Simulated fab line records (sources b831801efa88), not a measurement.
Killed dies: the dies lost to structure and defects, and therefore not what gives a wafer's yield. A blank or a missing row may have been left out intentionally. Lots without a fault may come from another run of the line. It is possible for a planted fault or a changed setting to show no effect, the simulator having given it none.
Comparing a struck lot with a sound one	flow sky130	35 out of 708 route steps
Sound: the wafers L143.1, L143.4, L143.5. Struck: wafer L150.5 (L150.3, L150.6, from the same lot, were not struck and are left out); the cause is given at the end.
Per side, at each step with rows, come the tool, then ch with its chambers, and then its first start. Under that, the readings that differ: sound wafers	struck wafers	difference of the means	sigmas: that difference in standard deviations of wafers without a fault.
alike: readings with means less than 2 such deviations apart, plus words and numbers identical on both sides. not compared: withheld readings, readings lacking a value on some wafer, bounds such as >300 that could conceal the same value, and numbers that have no deviation in the record and whose values overlap.
A row with sigmas, a row that says differs or no value, or rows on one side alone: a step with any of these is where the two part. Numbers that have no deviation but don't overlap get no sigmas and don't part them. A reading missing from all wafers of one side parts the sides only when that side holds two or more wafers.

first, 9 steps without rows for these wafers: SKY_METAL3_DESCUM_15 (chemistry O2, time 8 s); SKY_METAL3_ETCH_16 (etches BARC in N2/H2, stops on SiO2, time 88.2 s, target depth 60 nm); SKY_METAL3_ETCH_17 (etches SiO2 in C4F8/O2/Ar, stops on TiN, time 3.9 s, target depth 15 nm); SKY_METAL3_METAL_ETCH_18 (etches the open film in Cl2/BCl3, stops on SiO2, target depth 845 nm, time 183.1 s); SKY_METAL3_STRIP_19 (strips in O2/N2); SKY_METAL3_STRIP_20 (strips in post etch residue remover, time 1200 s); SKY_METAL3_CLEAN_21 (cleans in IPA, time 180 s); SKY_METAL3_CLEAN_22 (cleans in O3/DIW); SKY_VIA3_HDPCVD_00 (deposits SiO2, target thk 1635 nm, time 272.5 s).
SKY_VIA3_CMP_02: polishes SiO2.
  sound on cmp-02 ch 1,2, day 42 17:01; struck on cmp-01 ch 2, day 44 17:59
reading	sound	struck	difference	sigmas
model.SiO2_of_VIA3_HDPCVD_00.thk_nm (nm)	463.8 466.3 463.3	429.5	-35.0	
  alike: motor_current_A
then, 9 steps without rows for these wafers: SKY_VIA3_DEHYDRATE_04 (time 60 s); SKY_VIA3_HMDS_05 (prime time 60 s); SKY_VIA3_COAT_06 (resist thk 60 nm); SKY_VIA3_COAT_07 (resist thk 450 nm); SKY_VIA3_SOFTBAKE_08 (time 90 s); SKY_VIA3_EXPOSE_09 (exposes mask VIM3, target cd 200 nm); SKY_VIA3_PEB_10; SKY_VIA3_DEVELOP_11 (develop time 60 s); SKY_VIA3_ETCH_14 (etches BARC in N2/H2, stops on SiO2, time 45.9 s, target depth 60 nm).
SKY_VIA3_ETCH_15: etches SiO2 in C4F8/O2/Ar, stops on TiN, target depth 507 nm, time 78 s.
  sound on rie_diel-04 ch 1,2,3, day 43 16:31; struck on rie_diel-04 ch 3, day 45 16:24
reading	sound	struck	difference	sigmas
oes_product_au (a.u.)	0.940 0.943 0.943	0.897	-0.045	-9
model.VIA3.feature_depth_nm (nm)	463.8 466.3 463.3	429.5	-35.0	
model.etch.depth_nm (nm)	463.8 466.3 463.3	429.5	-35.0	
  not compared: rf_hours_counter_h
then, 13 steps without rows for these wafers: SKY_VIA3_STRIP_16 (strips in O2/N2); SKY_VIA3_STRIP_17 (strips in post etch residue remover, time 1200 s); SKY_VIA3_CLEAN_18 (cleans in IPA, time 180 s); SKY_VIA3_CLEAN_19 (cleans in O3/DIW); SKY_VIA3_SPUTTER_20 (material TiN, target thk 20 nm, time 80 s); SKY_VIA3_CVD_21 (deposits W, target thk 390 nm, time 117.31 s); SKY_VIA3_CMP_24 (polishes, stops on SiO2, t overpolish 20 s, target thk 0 nm); SKY_METAL4_SPUTTER_00 (material Ti, target thk 15 nm, time 10 s); SKY_METAL4_SPUTTER_01 (material TiN, target thk 20 nm, time 16.7 s); SKY_METAL4_SPUTTER_02 (material AlCu, target thk 735 nm, time 39.1 s); SKY_METAL4_SPUTTER_03 (material Ti, target thk 5 nm, time 3.3 s); SKY_METAL4_SPUTTER_04 (material TiN, target thk 70 nm, time 58.3 s); SKY_CAP2M_CVD_00 (deposits SiO2, target thk 15.5 nm).
SKY_METAL4_METAL_ETCH_18: etches the open film in Cl2/BCl3, stops on SiO2, target depth 845 nm, time 183.1 s.
  sound on rie_metal-01 ch 0,1, day 45 15:49; struck on rie_metal-03 ch 0, day 47 11:58
reading	sound	struck	difference	sigmas
model.SiO2_of_VIA3_HDPCVD_00.thk_nm (nm)	433.9 436.5 434.4	400.1	-34.8	
  alike: drypump_motor_current_A, oes_product_au, throttle_valve_pct
  not compared: rf_hours_counter_h
SKY_PAD_OPEN_PROBE_99:
  the record has rows for the sound wafers here (prober-02, day 49 04:06) and none for the struck ones

## WHERE THEY PART
First at SKY_VIA3_ETCH_15; last, within this record, at SKY_PAD_OPEN_PROBE_99.

WHY: what the simulator had put in
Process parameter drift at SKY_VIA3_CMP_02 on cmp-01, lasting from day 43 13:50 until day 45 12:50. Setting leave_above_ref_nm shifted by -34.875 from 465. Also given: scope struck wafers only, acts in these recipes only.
